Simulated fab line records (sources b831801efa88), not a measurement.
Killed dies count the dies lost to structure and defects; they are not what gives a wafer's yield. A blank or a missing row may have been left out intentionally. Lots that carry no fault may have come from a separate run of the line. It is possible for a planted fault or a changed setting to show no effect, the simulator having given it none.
Chamber matching / flow gf180mcu / cmp-01 running GF_V3_CMP_04: 4 sister chambers
The step polishes SiO2. 4 wafers are shown with their chamber, then 12 later ones without.

== WAFERS WITH THEIR CHAMBER ==
wafer=L087.3; chamber=0; motorCurrentA (A)=10.9
wafer=L088.3; chamber=1; motorCurrentA (A)=11.6
wafer=L089.3; chamber=2; motorCurrentA (A)=11.2
wafer=L089.5; chamber=3; motorCurrentA (A)=13.1

== WAFERS WITH NO CHAMBER GIVEN ==
wafer=L090.2; motorCurrentA (A)=11.2
wafer=L090.3; motorCurrentA (A)=11.0
wafer=L090.5; motorCurrentA (A)=11.3
wafer=L091.2; motorCurrentA (A)=13.3
wafer=L091.4; motorCurrentA (A)=11.0
wafer=L091.5; motorCurrentA (A)=10.8
wafer=L093.1; motorCurrentA (A)=10.8
wafer=L093.3; motorCurrentA (A)=10.8
wafer=L093.4; motorCurrentA (A)=13.3
wafer=L096.2; motorCurrentA (A)=13.1
wafer=L096.4; motorCurrentA (A)=11.7
wafer=L096.5; motorCurrentA (A)=13.0

== THE CHAMBER EACH PASSED THROUGH ==
wafer=L090.2; from the rows above=2; in truth=2
wafer=L090.3; from the rows above=can't be placed: 0 or 2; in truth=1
wafer=L090.5; from the rows above=can't be placed: 2 or 1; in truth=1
wafer=L091.2; from the rows above=3; in truth=3
wafer=L091.4; from the rows above=can't be placed: 0 or 2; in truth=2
wafer=L091.5; from the rows above=0; in truth=0
wafer=L093.1; from the rows above=0; in truth=0
wafer=L093.3; from the rows above=0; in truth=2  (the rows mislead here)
wafer=L093.4; from the rows above=3; in truth=3
wafer=L096.2; from the rows above=3; in truth=3
wafer=L096.4; from the rows above=1; in truth=1
wafer=L096.5; from the rows above=3; in truth=3
Correct placement for 8 of the 12. Not placeable from these rows: 3 (in 2, the candidates include the true chamber). 1 placed wrongly.
How it was worked out, from the rows above alone: a wafer's distance from a chamber is the root of the sum, over the readings, of the square of ((its reading less the chamber's mean) divided by the reading's scatter). If the next closest chamber is less than 2 further off than the closest, the wafer can't be placed; otherwise it belongs to the closest. The mean given for a chamber averages the wafers shown for that chamber. The scatter: root of mean squared gap, hidden wafer to nearest shown wafer, with one shown wafer a chamber.
